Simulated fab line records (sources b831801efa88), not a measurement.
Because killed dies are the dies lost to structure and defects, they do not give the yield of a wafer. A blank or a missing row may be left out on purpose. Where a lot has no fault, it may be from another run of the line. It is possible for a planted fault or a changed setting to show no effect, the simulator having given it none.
A lot that was struck, set against a sound lot || flow gf180mcu || 15 out of 602 route steps
Sound: these wafers, L637.2, L637.3, L637.5. The struck wafers were L649.1, L649.3, L649.6. Last of all comes the cause.
Each step with rows lists, per side, the tool, then ch with its chambers, then its first start. Under that, the readings that differ: sound wafers || struck wafers || difference of the means || sigmas: that difference in standard deviations of wafers without a fault.
alike: words and numbers the same on both sides, and readings whose means are apart by under 2 such deviations; not compared: readings that were withheld, readings missing a value for some wafer, numbers with overlapping values and no deviation given by the record, and bounds like >300 which may hide the same value.
A row with sigmas, a row that says differs or no value, or rows on one side alone: a step with any of these is where the two part. Numbers that have no deviation but don't overlap get no sigmas and don't part them. A reading missing from all wafers of one side parts the sides only when that side holds two or more wafers.

first, 5 steps without rows for these wafers: GF_VT_IMPLANT_COAT_02 (resist thk 1000 nm); GF_VT_IMPLANT_SOFTBAKE_03 (time 60 s); GF_VT_IMPLANT_EXPOSE_04 (exposes mask LVPWELL LV AREA, target cd 600 nm); GF_VT_IMPLANT_PEB_05; GF_VT_IMPLANT_DEVELOP_06 (develop time 60 s).
GF_VT_IMPLANT_OVL_MEAS_07:
  struck on overlay-02, day 9 05:34; sound on overlay-01, day 6 09:55
  alike: VT_IMPLANT_OVL
next, for these wafers, 1 step has no rows: GF_VT_IMPLANT_IMPLANT_08.
GF_VT_IMPLANT_STRIP_09: strips in O2/N2.
  sound on plasma asher-03 ch 0,1, day 6 10:05; struck on plasma asher-03 ch 0,1, day 9 05:44
  alike: drypump motor current A, heater power w, oes product au, strip time to endpoint s
  not compared: rf hours counter h
GF_VT_IMPLANT_TW_MEAS_10:
  struck on film metro-01, day 9 05:50; sound on film metro-01, day 6 10:12
  alike: VT_IMPLANT_TW
then, 3 steps without rows for these wafers: GF_VT_IMPLANT_DEHYDRATE_11 (time 60 s); GF_VT_IMPLANT_HMDS_12 (prime time 60 s); GF_VT_IMPLANT_COAT_13 (resist thk 1000 nm).
GF_VT_IMPLANT_SOFTBAKE_14: time 60 s.
  sound on litho track-02 ch 0, day 6 17:23; struck on litho track-01 ch 0, day 9 14:05
{"reading": "heater power total W (W)", "sound": "56.63 56.60 56.51", "struck": "60.09 60.04 60.03", "difference": "+3.47", "sigmas": "+74"}
{"reading": "run length s (s)", "sound": "89.41 89.67 89.45", "struck": "78.88 78.79 78.92", "difference": -10.65, "sigmas": -39}
  alike: chill plate temp C
then, 1 step without rows for these wafers: GF_VT_IMPLANT_EXPOSE_15 (exposes mask Nwell LV AREA, target cd 860 nm).
GF_PASSIVATION_PROBE_99:
  the record has rows for the sound wafers here (prober-01, day 30 01:25) and none for the struck ones

== WHERE THEY PART ==
Earliest at GF_VT_IMPLANT_SOFTBAKE_14; latest, in this record, at GF_PASSIVATION_PROBE_99.

WHY: what the simulator had put in
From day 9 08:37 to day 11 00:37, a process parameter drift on litho track-01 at GF_VT_IMPLANT_SOFTBAKE_14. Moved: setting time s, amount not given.
